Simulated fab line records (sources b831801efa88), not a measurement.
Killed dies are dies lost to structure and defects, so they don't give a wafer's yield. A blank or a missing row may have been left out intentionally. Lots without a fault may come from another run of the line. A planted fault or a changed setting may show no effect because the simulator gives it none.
fab line records / flow sky130
[record] lots = 5 wafers = 13 last_day = 51
route steps=708 shown CONTACT@413
lots untouched by any fault: they come from a run of this same line in which no faults occurred
start_h: the number of hours between the record's first day and the start of the first shown wafer of the lot / wait_h: how many hours have passed since the lot's step before this one / " unchanged from the row above / L1.1+2: a single row standing in for several wafers / - no value, or no start given / * or withheld: withheld / < > ~ a bound
route shown NAME@n: NAME is a module with steps in the file, n the number in the route of the first one / usual: the fault-free wafers' mean and standard deviation / same: alike in all rows / chamber/n: place in a boat / sites: readings site by site / _std_site: the standard deviation of these / _edge_site: inner sites' mean taken away from outer sites' mean / radius_mm: for every site, how far away it sits from the centre of the wafer / mask NAME#n: copy n / behind: tool/chamber where the wafer was last shaped / hold: what put the lot on hold/how long, in hours/how the hold closed / device: whichever transistor did not switch (one of n, p or np) / end of line: at the end of the route, the tests of the same wafers / step lacking rows: just its recipe / killed: not the wafer's yield, but the dies lost to structure and defects at the first sort / map: a wafer's dies, marking killed ones x, the rest . and places with no die _
set.NAME: the setting the step ran with; set.NAME@STEP: the setting that earlier step ran with / model.NAME: the simulator's own value behind a step, which no gauge read
lots seen at some steps along the route; tables by step, rows by wafer
services: when a tool's chamber went out of use (start_h, in hours from the record's first day, below 0 if earlier), for how many hours, and the reason
[[steps]]
[step SKY_CONTACT_HMDS_07]
[recipe] prime_time_s = 60 prime_temp_c = 120
[step SKY_CONTACT_COAT_08]
[recipe] resist = BARC temp_c = withheld time_s = withheld spin_rpm = 3000 resist_thk_nm = 60
[step SKY_CONTACT_COAT_09]
[recipe] resist = KrF-thick spin_rpm = 3000 resist_thk_nm = 450
[step SKY_CONTACT_SOFTBAKE_10]
[recipe] temp_c = 100 time_s = 90 resist = KrF-thick
[step SKY_CONTACT_EXPOSE_11]
[recipe] mask_id = CTM1 na = 0.8 source_shape = annular sigma_inner = 0.55 sigma_outer = 0.85 target_cd_nm = 170 dose_mj = 38
[step SKY_CONTACT_PEB_12]
[recipe] peb_temp_c = withheld peb_time_s = withheld resist = KrF-thick
[step SKY_CONTACT_DEVELOP_13]
[recipe] develop_time_s = 60 resist = KrF-thick dev_temp_c = 21
[step SKY_CONTACT_CD_MEAS_14]
[recipe] target_cd_nm = 170
[usual] cd_nm = 169.7/1.6
lot.wafer=L597.3 tool=cd_sem-01 chamber=- start_h=827.76 wait_h=- cd_nm=167.2
lot.wafer=L600.1 tool=cd_sem-01 chamber=- start_h=850.07 wait_h=- cd_nm=169.9
lot.wafer=L600.2 tool=cd_sem-01 chamber=- start_h=850.07 wait_h=- cd_nm=170.0
lot.wafer=L600.3 tool=cd_sem-01 chamber=- start_h=850.07 wait_h=- cd_nm=169.2
lot.wafer=L607.3 tool=cd_sem-02 chamber=- start_h=887.58 wait_h=- cd_nm=169.9
lot.wafer=L607.5 tool=cd_sem-02 chamber=- start_h=887.58 wait_h=- cd_nm=170.6
lot.wafer=L607.6 tool=cd_sem-02 chamber=- start_h=887.58 wait_h=- cd_nm=171.8
lot.wafer=L610.3 tool=cd_sem-01 chamber=- start_h=908.08 wait_h=- cd_nm=169.7
lot.wafer=L610.5 tool=cd_sem-01 chamber=- start_h=908.08 wait_h=- cd_nm=168.0
lot.wafer=L610.6 tool=cd_sem-01 chamber=- start_h=908.08 wait_h=- cd_nm=171.2
lot.wafer=L611.1 tool=cd_sem-01 chamber=- start_h=917.87 wait_h=- cd_nm=167.1
lot.wafer=L611.2 tool=cd_sem-01 chamber=- start_h=917.87 wait_h=- cd_nm=168.1
lot.wafer=L611.3 tool=cd_sem-01 chamber=- start_h=917.87 wait_h=- cd_nm=168.0
[step SKY_CONTACT_OVL_MEAS_15]
[usual] CONTACT_OVL = -2/5.4
lot.wafer=L597.3 tool=overlay-02 chamber=- start_h=827.85 wait_h=0.1 CONTACT_OVL[nm]=-2
lot.wafer=L600.1 tool=overlay-01 chamber=- start_h=850.19 wait_h=0.1 CONTACT_OVL[nm]=0
lot.wafer=L600.2 tool=overlay-01 chamber=- start_h=850.19 wait_h=0.1 CONTACT_OVL[nm]=5
lot.wafer=L600.3 tool=overlay-01 chamber=- start_h=850.19 wait_h=0.1 CONTACT_OVL[nm]=1
lot.wafer=L607.3 tool=overlay-02 chamber=- start_h=887.67 wait_h=0.1 CONTACT_OVL[nm]=2
lot.wafer=L607.5 tool=overlay-02 chamber=- start_h=887.67 wait_h=0.1 CONTACT_OVL[nm]=-5
lot.wafer=L607.6 tool=overlay-02 chamber=- start_h=887.67 wait_h=0.1 CONTACT_OVL[nm]=-2
lot.wafer=L610.3 tool=overlay-02 chamber=- start_h=908.17 wait_h=0.1 CONTACT_OVL[nm]=5
lot.wafer=L610.5 tool=overlay-02 chamber=- start_h=908.17 wait_h=0.1 CONTACT_OVL[nm]=2
lot.wafer=L610.6 tool=overlay-02 chamber=- start_h=908.17 wait_h=0.1 CONTACT_OVL[nm]=-12
lot.wafer=L611.1 tool=overlay-02 chamber=- start_h=917.99 wait_h=0.1 CONTACT_OVL[nm]=-2
lot.wafer=L611.2 tool=overlay-02 chamber=- start_h=917.99 wait_h=0.1 CONTACT_OVL[nm]=-9
lot.wafer=L611.3 tool=overlay-02 chamber=- start_h=917.99 wait_h=0.1 CONTACT_OVL[nm]=-7
[step SKY_CONTACT_ETCH_16]
[recipe] chemistry = N2/H2 target = BARC ion_energy_ev = 200 source_w = 500 bias_w = 100 pressure_mtorr = 30 n2_flow_sccm = 100 h2_flow_sccm = 200 stop_on = SiO2 time_s = 45.9 target_depth_a = 600
[usual] drypump_motor_current_A = 6.0/0.37 oes_product_au = 0.855/0.0045 throttle_valve_pct = 13.223/0.0086
lot.wafer=L597.3 tool=rie_diel-01 chamber=1 start_h=827.87 wait_h=0.0 drypump_motor_current_A=6.2 oes_product_au=0.850 rf_hours_counter_h=12 throttle_valve_pct=13.231
lot.wafer=L600.1 tool=rie_diel-04 chamber=1 start_h=850.22 wait_h=0.0 drypump_motor_current_A=6.4 oes_product_au=0.850 rf_hours_counter_h=9 throttle_valve_pct=13.217
lot.wafer=L600.2 tool=rie_diel-04 chamber=2 start_h=850.22 wait_h=0.0 drypump_motor_current_A=5.5 oes_product_au=0.856 rf_hours_counter_h=13 throttle_valve_pct=13.217
lot.wafer=L600.3 tool=rie_diel-04 chamber=3 start_h=850.22 wait_h=0.0 drypump_motor_current_A=5.3 oes_product_au=0.856 rf_hours_counter_h=12 throttle_valve_pct=13.237
lot.wafer=L607.3 tool=rie_diel-04 chamber=2 start_h=887.69 wait_h=0.0 drypump_motor_current_A=5.5 oes_product_au=0.854 rf_hours_counter_h=14 throttle_valve_pct=13.229
lot.wafer=L607.5 tool=rie_diel-04 chamber=3 start_h=887.69 wait_h=0.0 drypump_motor_current_A=5.2 oes_product_au=0.855 rf_hours_counter_h=- throttle_valve_pct=13.230
lot.wafer=L607.6 tool=rie_diel-04 chamber=0 start_h=887.69 wait_h=0.0 drypump_motor_current_A=6.3 oes_product_au=0.857 rf_hours_counter_h=- throttle_valve_pct=13.224
lot.wafer=L610.3 tool=rie_diel-01 chamber=0 start_h=908.19 wait_h=0.0 drypump_motor_current_A=5.9 oes_product_au=0.851 rf_hours_counter_h=15 throttle_valve_pct=13.207
lot.wafer=L610.5 tool=rie_diel-01 chamber=2 start_h=908.19 wait_h=0.0 drypump_motor_current_A=6.0 oes_product_au=0.862 rf_hours_counter_h=- throttle_valve_pct=13.213
lot.wafer=L610.6 tool=rie_diel-01 chamber=1 start_h=908.19 wait_h=0.0 drypump_motor_current_A=6.2 oes_product_au=0.858 rf_hours_counter_h=- throttle_valve_pct=13.224
lot.wafer=L611.1 tool=rie_diel-02 chamber=1 start_h=918.02 wait_h=0.0 drypump_motor_current_A=5.5 oes_product_au=0.855 rf_hours_counter_h=18 throttle_valve_pct=13.233
lot.wafer=L611.2 tool=rie_diel-02 chamber=0 start_h=918.02 wait_h=0.0 drypump_motor_current_A=6.0 oes_product_au=0.852 rf_hours_counter_h=21 throttle_valve_pct=13.213
lot.wafer=L611.3 tool=rie_diel-02 chamber=3 start_h=918.02 wait_h=0.0 drypump_motor_current_A=6.2 oes_product_au=0.860 rf_hours_counter_h=10 throttle_valve_pct=13.229
[step SKY_CONTACT_ETCH_17]
[recipe] target = SiO2 chemistry = C4F8/O2/Ar stop_on = Si3N4 mask_material = KrF-thick source_w = 1500 bias_w = 1200 pressure_mtorr = 40 c4f8_flow_sccm = withheld O2_flow_sccm = 6 Ar_flow_sccm = 300 time_s = withheld target_depth_a = 3400
[usual] oes_product_au = 0.892/0.0055
lot.wafer=L597.3 tool=rie_diel-01 chamber=1 start_h=827.91 wait_h=0.0 oes_product_au=0.889
lot.wafer=L600.1 tool=rie_diel-04 chamber=1 start_h=850.26 wait_h=0.0 oes_product_au=0.887
lot.wafer=L600.2 tool=rie_diel-04 chamber=2 start_h=850.26 wait_h=0.0 oes_product_au=0.885
lot.wafer=L600.3 tool=rie_diel-04 chamber=3 start_h=850.26 wait_h=0.0 oes_product_au=0.878
lot.wafer=L607.3 tool=rie_diel-04 chamber=2 start_h=887.74 wait_h=0.0 oes_product_au=0.889
lot.wafer=L607.5 tool=rie_diel-04 chamber=3 start_h=887.74 wait_h=0.0 oes_product_au=0.890
lot.wafer=L607.6 tool=rie_diel-04 chamber=0 start_h=887.74 wait_h=0.0 oes_product_au=0.890
lot.wafer=L610.3 tool=rie_diel-01 chamber=0 start_h=908.24 wait_h=0.0 oes_product_au=0.893
lot.wafer=L610.5 tool=rie_diel-01 chamber=2 start_h=908.24 wait_h=0.0 oes_product_au=0.892
lot.wafer=L610.6 tool=rie_diel-01 chamber=1 start_h=908.24 wait_h=0.0 oes_product_au=0.895
lot.wafer=L611.1 tool=rie_diel-02 chamber=1 start_h=918.07 wait_h=0.0 oes_product_au=0.890
lot.wafer=L611.2 tool=rie_diel-02 chamber=0 start_h=918.07 wait_h=0.0 oes_product_au=0.904
lot.wafer=L611.3 tool=rie_diel-02 chamber=3 start_h=918.07 wait_h=0.0 oes_product_au=0.897
[step SKY_CONTACT_ETCH_18]
[recipe] target = Si3N4 chemistry = CHF3/O2 stop_on = TiN source_w = 600 bias_w = 200 pressure_mtorr = 40 chf3_flow_sccm = 50 O2_flow_sccm = 5 time_s = 39 target_depth_a = 750
[usual] O2_flow_sccm = 5.000/0.014 chf3_flow_sccm = 49.99/0.14 drypump_motor_current_A = 5.9/0.37 oes_product_au = 0.856/0.0075 throttle_valve_pct = 8.794/0.0096
lot.wafer=L597.3 tool=rie_diel-01 chamber=1 start_h=- wait_h=- O2_flow_sccm=5.004 chf3_flow_sccm=50.08 drypump_motor_current_A=6.2 oes_product_au=0.855 rf_hours_counter_h=12 throttle_valve_pct=8.799
lot.wafer=L600.1 tool=rie_diel-04 chamber=1 start_h=- wait_h=- O2_flow_sccm=5.014 chf3_flow_sccm=50.07 drypump_motor_current_A=6.4 oes_product_au=0.854 rf_hours_counter_h=9 throttle_valve_pct=8.794
lot.wafer=L600.2 tool=rie_diel-04 chamber=2 start_h=- wait_h=- O2_flow_sccm=4.996 chf3_flow_sccm=50.19 drypump_motor_current_A=5.5 oes_product_au=0.860 rf_hours_counter_h=13 throttle_valve_pct=8.793
lot.wafer=L600.3 tool=rie_diel-04 chamber=3 start_h=- wait_h=- O2_flow_sccm=4.998 chf3_flow_sccm=50.05 drypump_motor_current_A=5.3 oes_product_au=0.852 rf_hours_counter_h=12 throttle_valve_pct=8.791
lot.wafer=L607.3 tool=rie_diel-04 chamber=2 start_h=- wait_h=- O2_flow_sccm=4.987 chf3_flow_sccm=50.24 drypump_motor_current_A=5.5 oes_product_au=0.850 rf_hours_counter_h=14 throttle_valve_pct=8.795
lot.wafer=L607.5 tool=rie_diel-04 chamber=3 start_h=- wait_h=- O2_flow_sccm=5.013 chf3_flow_sccm=49.84 drypump_motor_current_A=5.3 oes_product_au=0.844 rf_hours_counter_h=- throttle_valve_pct=8.791
lot.wafer=L607.6 tool=rie_diel-04 chamber=0 start_h=- wait_h=- O2_flow_sccm=5.012 chf3_flow_sccm=50.02 drypump_motor_current_A=6.4 oes_product_au=0.860 rf_hours_counter_h=- throttle_valve_pct=8.805
lot.wafer=L610.3 tool=rie_diel-01 chamber=0 start_h=- wait_h=- O2_flow_sccm=4.999 chf3_flow_sccm=49.98 drypump_motor_current_A=5.9 oes_product_au=0.849 rf_hours_counter_h=15 throttle_valve_pct=8.794
lot.wafer=L610.5 tool=rie_diel-01 chamber=2 start_h=- wait_h=- O2_flow_sccm=5.006 chf3_flow_sccm=49.74 drypump_motor_current_A=6.0 oes_product_au=0.853 rf_hours_counter_h=- throttle_valve_pct=8.804
lot.wafer=L610.6 tool=rie_diel-01 chamber=1 start_h=- wait_h=- O2_flow_sccm=5.032 chf3_flow_sccm=50.00 drypump_motor_current_A=6.1 oes_product_au=0.846 rf_hours_counter_h=- throttle_valve_pct=8.806
lot.wafer=L611.1 tool=rie_diel-02 chamber=1 start_h=- wait_h=- O2_flow_sccm=4.991 chf3_flow_sccm=50.13 drypump_motor_current_A=5.5 oes_product_au=0.851 rf_hours_counter_h=18 throttle_valve_pct=8.794
lot.wafer=L611.2 tool=rie_diel-02 chamber=0 start_h=- wait_h=- O2_flow_sccm=5.006 chf3_flow_sccm=49.94 drypump_motor_current_A=6.0 oes_product_au=0.858 rf_hours_counter_h=21 throttle_valve_pct=8.790
lot.wafer=L611.3 tool=rie_diel-02 chamber=3 start_h=- wait_h=- O2_flow_sccm=4.983 chf3_flow_sccm=50.25 drypump_motor_current_A=6.2 oes_product_au=0.857 rf_hours_counter_h=10 throttle_valve_pct=8.799
[step SKY_CONTACT_STRIP_19]
[recipe] chemistry = O2/N2 power_w = 1400 pressure_mtorr = 1500 platen_temp_c = withheld o2_flow_sccm = 3000 n2_flow_sccm = 300 overash_fraction = 0.5
[usual] drypump_motor_current_A = 5.36/0.24 oes_product_au = 0.381/0.0053 strip_time_to_endpoint_s = 3.615/0.027
lot.wafer=L597.3 tool=plasma_asher-03 chamber=0 start_h=828.04 wait_h=- drypump_motor_current_A=5.31 oes_product_au=0.382 rf_hours_counter_h=- strip_time_to_endpoint_s=3.747
lot.wafer=L600.1 tool=plasma_asher-01 chamber=0 start_h=850.35 wait_h=- drypump_motor_current_A=5.10 oes_product_au=0.377 rf_hours_counter_h=71 strip_time_to_endpoint_s=3.566
lot.wafer=L600.2 tool=plasma_asher-01 chamber=1 start_h=850.35 wait_h=- drypump_motor_current_A=5.30 oes_product_au=0.374 rf_hours_counter_h=71 strip_time_to_endpoint_s=3.559
lot.wafer=L600.3 tool=plasma_asher-01 chamber=1 start_h=850.35 wait_h=- drypump_motor_current_A=5.30 oes_product_au=0.387 rf_hours_counter_h=- strip_time_to_endpoint_s=3.643
lot.wafer=L607.3 tool=plasma_asher-04 chamber=0 start_h=887.86 wait_h=- drypump_motor_current_A=5.90 oes_product_au=0.381 rf_hours_counter_h=- strip_time_to_endpoint_s=3.570
lot.wafer=L607.5 tool=plasma_asher-04 chamber=0 start_h=887.86 wait_h=- drypump_motor_current_A=5.91 oes_product_au=0.385 rf_hours_counter_h=- strip_time_to_endpoint_s=3.629
lot.wafer=L607.6 tool=plasma_asher-04 chamber=1 start_h=887.86 wait_h=- drypump_motor_current_A=5.87 oes_product_au=0.377 rf_hours_counter_h=- strip_time_to_endpoint_s=3.560
lot.wafer=L610.3 tool=plasma_asher-03 chamber=0 start_h=908.36 wait_h=- drypump_motor_current_A=5.31 oes_product_au=0.385 rf_hours_counter_h=- strip_time_to_endpoint_s=3.597
lot.wafer=L610.5 tool=plasma_asher-03 chamber=0 start_h=908.36 wait_h=- drypump_motor_current_A=5.33 oes_product_au=0.388 rf_hours_counter_h=- strip_time_to_endpoint_s=3.654
lot.wafer=L610.6 tool=plasma_asher-03 chamber=1 start_h=908.36 wait_h=- drypump_motor_current_A=5.28 oes_product_au=0.375 rf_hours_counter_h=- strip_time_to_endpoint_s=3.623
lot.wafer=L611.1 tool=plasma_asher-03 chamber=1 start_h=918.16 wait_h=- drypump_motor_current_A=5.24 oes_product_au=0.383 rf_hours_counter_h=110 strip_time_to_endpoint_s=3.617
lot.wafer=L611.2 tool=plasma_asher-03 chamber=0 start_h=918.16 wait_h=- drypump_motor_current_A=5.32 oes_product_au=0.377 rf_hours_counter_h=110 strip_time_to_endpoint_s=3.609
lot.wafer=L611.3 tool=plasma_asher-03 chamber=1 start_h=918.16 wait_h=- drypump_motor_current_A=5.26 oes_product_au=0.376 rf_hours_counter_h=- strip_time_to_endpoint_s=3.620
[step SKY_CONTACT_STRIP_20]
[recipe] chemistry = post_etch_residue_remover time_s = 1200 temp_c = 72.5
[[services]]
tool=rie_diel-02 chamber=- start_h=814.61 hours=1.0 kind=repair
tool=rie_diel-02 chamber=- start_h=823.32 hours=44.5 kind=repair
tool=plasma_asher-04 chamber=- start_h=824.86 hours=14.6 kind=pm
tool=rie_diel-02 chamber=2 start_h=837.89 hours=7.0 kind=repair
tool=plasma_asher-03 chamber=- start_h=838.77 hours=1.8 kind=repair
tool=rie_diel-04 chamber=2 start_h=862.39 hours=2.2 kind=repair
tool=rie_diel-01 chamber=2 start_h=874.73 hours=5.6 kind=repair
tool=rie_diel-02 chamber=2 start_h=881.58 hours=10.0 kind=repair
tool=plasma_asher-03 chamber=- start_h=884.55 hours=4.4 kind=repair
tool=rie_diel-02 chamber=0 start_h=889.46 hours=26.4 kind=repair
tool=rie_diel-02 chamber=1 start_h=892.14 hours=8.2 kind=repair
tool=rie_diel-02 chamber=2 start_h=915.85 hours=- kind=clean
tool=rie_diel-02 chamber=2 start_h=915.85 hours=14.5 kind=scheduled_down
tool=rie_diel-02 chamber=2 start_h=915.85 hours=14.5 kind=vent_cycle
[[key]]
[first_sign] step = SKY_CONTACT_STRIP_19 reading = strip_time_to_endpoint_s direction = up sigmas = 4.8 usual = * struck = *
effect none on later readings
met_at SKY_CONTACT_STRIP_19
struck_wafers L597.3
tester_left_out L597
[fault] kind = process_parameter_drift tool = plasma_asher-03 chamber = - onset_h = 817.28 steps = SKY_CONTACT_STRIP_19 channel = power_w offset = * shape = step end_h = 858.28 acts_in = * stated = *
// tester_left_out: of these lots the tester's yield and bins aren't shown, on N5 and GAA mostly nor the transistor test; their killed dies are dies lost to structure and defects alone, not to doping, threshold or leakage, so they don't give the yield
